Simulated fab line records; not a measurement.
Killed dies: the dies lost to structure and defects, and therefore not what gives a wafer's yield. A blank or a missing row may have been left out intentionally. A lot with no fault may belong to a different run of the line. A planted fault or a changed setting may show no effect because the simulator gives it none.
Comparing a struck lot with a sound one + flow sky130 + 17 steps out of a route of 708
Sound: these wafers, L915.1, L915.4, L915.5. Wafers L908.1, L908.4, L908.5 were the ones struck. At the end, the cause is stated.
For every step that has rows: the tool of each side, followed by ch and its chambers, followed by its first start. Under that, the readings that differ: sound wafers + struck wafers + difference of the means + sigmas: that difference in standard deviations of wafers without a fault.
alike: readings whose means differ by less than 2 such deviations, and words and numbers that are the same on both sides. not compared: withheld readings, readings that some wafer has no value for, bounds like >300 that may hide the same value, and numbers for which the record gives no deviation and whose values overlap.
The two part at a step that has a row with sigmas, a row that says differs or no value, or rows on one side only. Non-overlapping numbers with no deviation appear without sigmas and do not part them. A reading missing from all wafers of one side parts the sides only when that side holds two or more wafers.

first, 5 steps without rows for these wafers: SKY_FIELD_ISO_WET_ETCH_28 (etches SiO2 in dHF, target depth 23.7 nm, time 47 s); SKY_FIELD_ISO_WET_ETCH_29 (etches Si3N4 in H3PO4, target depth 160 nm, time 1825 s); SKY_FIELD_ISO_WET_ETCH_30 (etches SiO2 in dHF, target depth 25 nm, time 50 s); SKY_NWELL_CLEAN_00 (cleans in SC1/SC2, time 150 s); SKY_NWELL_OXIDATION_01 (stabilise 600 s, purge 300 s, target thk 10 nm).
SKY_NWELL_THK_MEAS_02:
  sound on film metro-02, day 5 13:58; struck on film metro-01, day 4 07:32
  alike: NWELL_OXIDATION_THK
then, 6 steps without rows for these wafers: SKY_DNWELL_DEHYDRATE_00 (time 60 s); SKY_DNWELL_HMDS_01 (prime time 60 s); SKY_DNWELL_COAT_02 (resist thk 3000 nm); SKY_DNWELL_SOFTBAKE_03; SKY_DNWELL_EXPOSE_04 (exposes mask DNM, target cd 3000 nm); SKY_DNWELL_PEB_05.
SKY_DNWELL_DEVELOP_06: develop time 60 s.
  sound on litho track-04 ch 0, day 6 08:00; struck on litho track-02, day 5 00:00
  no value came back on the struck wafers for chill plate temp C (C), develop time s (s); on the sound wafers chill plate temp C (C) reads 22.87 22.96 22.79
then, 1 step without rows for these wafers: SKY_DNWELL_IMPLANT_07.
SKY_DNWELL_STRIP_08: strips in O2/N2.
  sound on plasma asher-03 ch 0, day 6 08:44; struck on plasma asher-04 ch 0,1, day 5 01:13
  alike: drypump motor current A, oes product au, strip time to endpoint s
  not compared: rf hours counter h
SKY_DNWELL_TW_MEAS_09:
  sound on film metro-01, day 6 08:50; struck on film metro-02, day 5 01:19
| reading   | sound          | struck   | difference | sigmas |
|-----------|----------------|----------|------------|--------|
| DNWELL_TW | 1096 1094 1106 | 30 30 30 | -1069      | -89    |
then, 1 step without rows for these wafers: SKY_PWDE_DEHYDRATE_00 (time 60 s).

== WHERE THEY PART ==
At SKY_DNWELL_DEVELOP_06 first; at SKY_DNWELL_TW_MEAS_09 last (within this record only).

WHY: what the simulator had put in
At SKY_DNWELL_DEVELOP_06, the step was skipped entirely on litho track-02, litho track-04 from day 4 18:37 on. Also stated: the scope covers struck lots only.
